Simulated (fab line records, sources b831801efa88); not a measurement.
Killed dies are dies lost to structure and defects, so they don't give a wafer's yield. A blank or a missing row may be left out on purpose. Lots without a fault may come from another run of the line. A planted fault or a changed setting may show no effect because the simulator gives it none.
One fault seen from 2 desks | flow sky130 | each desk has only its own numbers; what lay behind them comes last

THE TOOL OWNER'S DESK: rie_diel-03
The tool's own readings at SKY_PASSIVATION_ETCH_11 (etches the open film in CF4/O2, stops on AlCu, target depth 725 nm, time 161.1 s): means of the sampled wafers that have a number, for each lot that ran on this tool. A lot is out of limits, marked OUT, if its mean lies more than 4 standard deviations from the usual mean; the brackets give that distance.
Columns: A = drypump_motor_current_A at SKY_PASSIVATION_ETCH_11, usual 5.6 A; B = oes_product_au at SKY_PASSIVATION_ETCH_11, usual 0.978 a.u.; C = rf_fwd_power_W at SKY_PASSIVATION_ETCH_11, usual 796.6 W; D = throttle_valve_pct at SKY_PASSIVATION_ETCH_11, usual 5.964 %
lot  | first seen here | A   | B     | C               | D
L694 | day 45 11:38    | 6.0 | 0.979 | 794.4           | 5.961
L703 | day 47 19:50    | 5.6 | 0.978 | 795.8           | 5.970
L704 | day 48 19:08    | 5.8 | 0.981 | 922.4 (+47) OUT | 5.972
L710 | day 49 08:23    | 6.1 | 0.977 | 924.1 (+47) OUT | 5.970
This desk's finding: out of limits on L704, L710; first on L704, day 48 19:08 (rf_fwd_power_W at SKY_PASSIVATION_ETCH_11). In limits: L694, L703.

THE METROLOGY DESK
What the gauges read, lot by lot, whatever tool the lot ran on: means of the sampled wafers that have a number. A lot is out of limits, marked OUT, if its mean lies more than 4 standard deviations from the usual mean; the brackets give that distance.
Columns: A = VIA3_OVL at SKY_VIA3_OVL_MEAS_13, usual 0 nm; B = PASSIVATION_CVD_00_THK at SKY_PASSIVATION_THK_MEAS_01, usual 90.2 nm
lot  | first seen here | A  | B
L691 | day 39 08:42    | 6  | 88.9
L694 | day 40 11:33    | 2  | 89.8
L697 | day 41 06:24    | 6  | 91.4
L698 | day 41 18:21    | 5  | 90.7
L699 | day 42 04:54    | -3 | 89.5
L703 | day 43 05:05    | 8  | 90.2
L706 | day 44 01:50    | 1  | 90.0
L707 | day 44 02:12    | 2  | 91.0
L704 | day 44 07:00    | -4 | 90.4
L710 | day 44 22:29    | -3 | 90.8
L714 | day 45 20:04    | -2 | 91.7
This desk's finding: nothing out of limits on any of the 11 lots.

PUT TOGETHER
The tool owner's desk could have raised an alarm at day 48 19:08, on L704, L710.
The metrology desk saw nothing out of limits.
The metrology desk has L704, L710 on record, within its limits.
Of the lots named, all ran SKY_PASSIVATION_ETCH_11 on rie_diel-03.

WHAT THE SIMULATOR HAD PUT IN
Process parameter drift: rie_diel-03, from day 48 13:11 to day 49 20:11, at SKY_PASSIVATION_ETCH_11. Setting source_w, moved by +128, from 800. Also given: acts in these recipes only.
Lots struck among those shown: L704, L710.
Hours from the fault's start to each desk's first reading out of limits: the tool owner's desk, 6.
